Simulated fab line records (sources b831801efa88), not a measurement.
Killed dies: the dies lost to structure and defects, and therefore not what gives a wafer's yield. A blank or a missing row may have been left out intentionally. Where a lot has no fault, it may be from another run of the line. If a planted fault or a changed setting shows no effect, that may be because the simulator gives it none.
Which tool is to blame?    flow gf180mcu    13 lots with 39 wafers sampled at 5 steps, on a route of 602 steps

## WHAT THE GAUGES READ, wafer by wafer
GF_POLY_GATE_CD_MEAS_18. Usual: 279.8 nm for cd nm, sd 2.2.
lot   measured      on         cd nm (nm)         flag
L272  day 9 02:08   cd sem-02  280.3 277.4 283.4  
L275  day 10 00:04  cd sem-01  276.5 280.1 281.2  
L276  day 10 13:58  cd sem-01  283.4 279.8 283.0  
L278  day 11 00:46  cd sem-02  278.7 280.7 282.8  
L277  day 11 01:14  cd sem-01  278.5 278.2 277.2  
L279  day 11 08:52  cd sem-02  282.9 279.7 279.2  
L280  day 11 16:25  cd sem-02  281.4 280.3 279.8  
L282  day 12 06:04  cd sem-02  280.6 283.6 279.5  
L286  day 13 10:05  cd sem-01  279.6 279.4 283.4  
L288  day 13 22:40  cd sem-01  277.0 277.3 282.4  
L292  day 15 04:08  cd sem-02  285.9 284.0 282.1  
L293  day 15 12:02  cd sem-02  276.2 278.9 278.8  
L294  day 15 19:37  cd sem-01  276.0 275.2 281.3  

GF_HV_LDD_CD_MEAS_19 targets a cd of 400 nm. Usual: 401.1 nm for cd nm, sd 2.
lot   measured      on         cd nm (nm)         flag
L272  day 10 13:02  cd sem-02  398.1 396.1 397.0  
L275  day 11 13:26  cd sem-01  400.5 401.0 400.7  
L276  day 12 04:13  cd sem-01  400.3 399.5 399.9  
L278  day 12 15:41  cd sem-02  402.3 401.5 401.6  
L277  day 12 16:23  cd sem-01  404.1 402.8 404.6  
L279  day 13 00:07  cd sem-01  398.1 397.2 398.7  
L280  day 13 08:14  cd sem-01  404.2 401.5 403.8  
L282  day 13 22:28  cd sem-02  400.2 400.1 400.7  
L286  day 15 03:55  cd sem-01  401.9 402.2 402.0  
L288  day 15 17:13  cd sem-02  400.8 398.9 400.0  
L292  day 16 23:49  cd sem-02  398.5 400.7 401.2  
L293  day 17 08:40  cd sem-02  401.6 398.7 399.5  
L294  day 17 17:02  cd sem-01  402.9 404.1 402.5  

GF_HV_LDD_CD_MEAS_46 targets a cd of 400 nm. Usual: 400.7 nm for cd nm, sd 2.5.
lot   measured      on         cd nm (nm)         flag
L272  day 12 03:08  cd sem-01  399.5 400.9 401.4  
L275  day 13 05:45  cd sem-01  400.4 401.0 400.2  
L276  day 13 21:32  cd sem-02  397.6 396.9 398.6  
L278  day 14 09:01  cd sem-02  401.0 402.2 402.9  
L277  day 14 09:45  cd sem-02  403.5 401.8 402.2  
L279  day 14 19:11  cd sem-02  403.1 400.9 400.7  
L280  day 15 02:13  cd sem-02  398.5 400.5 401.3  
L282  day 15 18:07  cd sem-02  403.6 401.0 404.3  
L286  day 17 00:02  cd sem-01  367.6 367.6 367.9  OFF
L288  day 17 15:04  cd sem-01  367.8 368.6 367.5  OFF
L292  day 18 23:58  cd sem-02  397.3 398.5 398.6  
L293  day 19 09:29  cd sem-01  404.9 404.3 405.9  
L294  day 19 17:20  cd sem-01  398.1 398.2 400.4  

## TOOL THAT RAN EACH LOT (tool first, then ch and the chambers of the sampled wafers, then the start)
lot   GF_HV_LDD_STRIP_10                    GF_HV_LDD_EXPOSE_43
L272  plasma asher-02 ch 0,1, day 9 18:58   iline stepper-01 ch 0, day 11 17:32
L275  plasma asher-01 ch 0,1, day 10 18:36  iline stepper-02 ch 0, day 12 20:00
L276  plasma asher-02 ch 1, day 11 09:07    iline stepper-01 ch 0, day 13 11:11
L278  plasma asher-01 ch 0,1, day 11 19:58  iline stepper-01 ch 0, day 13 22:44
L277  plasma asher-01 ch 0,1, day 11 20:42  iline stepper-02 ch 0, day 13 23:35
L279  plasma asher-03 ch 0,1, day 12 04:18  iline stepper-02 ch 0, day 14 08:26
L280  plasma asher-02 ch 0,1, day 12 12:12  iline stepper-02 ch 0, day 14 15:49
L282  plasma asher-01 ch 0,1, day 13 02:17  iline stepper-02 ch 0, day 15 07:04
L286  plasma asher-03 ch 0,1, day 14 06:46  iline stepper-02 ch 0, day 16 13:37
L288  plasma asher-01 ch 0,1, day 14 19:49  iline stepper-02 ch 0, day 17 03:56
L292  plasma asher-03 ch 0,1, day 16 01:51  iline stepper-01 ch 0, day 18 12:01
L293  plasma asher-03 ch 1, day 16 10:11    iline stepper-01 ch 0, day 18 21:59
L294  plasma asher-02 ch 0,1, day 16 18:44  iline stepper-01 ch 0, day 19 05:18
- GF_HV_LDD_STRIP_10: strips in O2/N2.
- GF_HV_LDD_EXPOSE_43: exposes mask Pplus HV AREA, target cd 400 nm.

## WHAT THE TOOLS THEMSELVES READ (means of the sampled wafers that have a number; where no wafer has one, the mark that the record gives instead)
GF_HV_LDD_STRIP_10. Usual: drypump motor current A 5.6 A, standard deviation 0.36; heater power w 330 W, standard deviation 27; o2 flow sccm 2998 sccm, standard deviation 8.6; oes product au 0.716 a.u., standard deviation 0.0047; strip time to endpoint s 12.63 s, standard deviation 0.036.
lot   tool             drypump motor current A (A)  heater power w (W)  o2 flow sccm (sccm)  oes product au (a.u.)  strip time to endpoint s (s)  flag
L272  plasma asher-02  5.5                          318                 2997                 0.718                  12.63                         
L275  plasma asher-01  5.1                          312                 3004                 0.711                  12.64                         
L276  plasma asher-02  5.3                          311                 2990                 0.717                  12.66                         
L278  plasma asher-01  5.2                          295                 2986                 0.718                  12.64                         
L277  plasma asher-01  5.1                          309                 2997                 0.717                  12.64                         
L279  plasma asher-03  5.9                          363                 2998                 0.713                  12.61                         
L280  plasma asher-02  5.4                          314                 2994                 0.716                  12.66                         
L282  plasma asher-01  5.1                          298                 2996                 0.717                  12.64                         
L286  plasma asher-03  5.9                          359                 3001                 0.715                  12.59                         
L288  plasma asher-01  5.1                          313                 3005                 0.718                  12.65                         
L292  plasma asher-03  5.9                          355                 3003                 0.710                  12.64                         
L293  plasma asher-03  5.9                          336                 2994                 0.713                  12.60                         
L294  plasma asher-02  5.5                          319                 2997                 0.716                  12.66                         

GF_HV_LDD_EXPOSE_43. Usual: 140.00 for exposure dose mJ cm2, sd 0.12.
lot   tool              exposure dose mJ cm2  flag
L272  iline stepper-01  139.92                
L275  iline stepper-02  139.98                
L276  iline stepper-01  140.01                
L278  iline stepper-01  140.03                
L277  iline stepper-02  140.14                
L279  iline stepper-02  140.00                
L280  iline stepper-02  139.96                
L282  iline stepper-02  139.90                
L286  iline stepper-02  124.22                OFF
L288  iline stepper-02  123.96                OFF
L292  iline stepper-01  139.97                
L293  iline stepper-01  139.98                
L294  iline stepper-01  140.06                

## THE ANSWER, worked out from the rows above alone
Rule: take the mean of a lot's wafers that have a number; if it is more than 3 standard deviations from the usual mean, the lot is off. A lot without any number at a reading at which 4 lots or more have one is off too. The other lots that the step has rows for count as sound. First the gauges in route order, then the tools' own readings, where a lot's mean is used as printed above. At the first step where some lot is off, the reading lying furthest off is the one used; lots without a number count as furthest.
Off, at GF_HV_LDD_CD_MEAS_46 on cd nm: L286, L288.
If a tool, at a process step before that reading, ran all the lots that are off and no sound lot after the first of them, it fits. The gauges at GF_HV_LDD_CD_MEAS_46 aren't tried: what is off there is off at GF_HV_LDD_EXPOSE_43 too, on other tools, and a gauge's error can't cause that. One fits: GF_HV_LDD_EXPOSE_43 on iline stepper-02. A fault onset in the window from L282 (day 15 07:04, its last sound lot) to L286 (day 16 13:37, its first lot off) fits.
On the lots that are off, the tool's own readings at GF_HV_LDD_EXPOSE_43 differ by more than 5 times the standard deviation of the sound lots' means, which bears it out; exposure dose mJ cm2 reads 124.09 there versus 140.00 on the sound lots.

## WHAT WAS PUT IN BY THE SIMULATOR
Process parameters drifting: iline stepper-02 at GF_HV_LDD_EXPOSE_43, beginning at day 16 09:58. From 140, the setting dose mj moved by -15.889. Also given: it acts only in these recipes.
Shown lots that were struck: L286, L288. The rule above found the same.
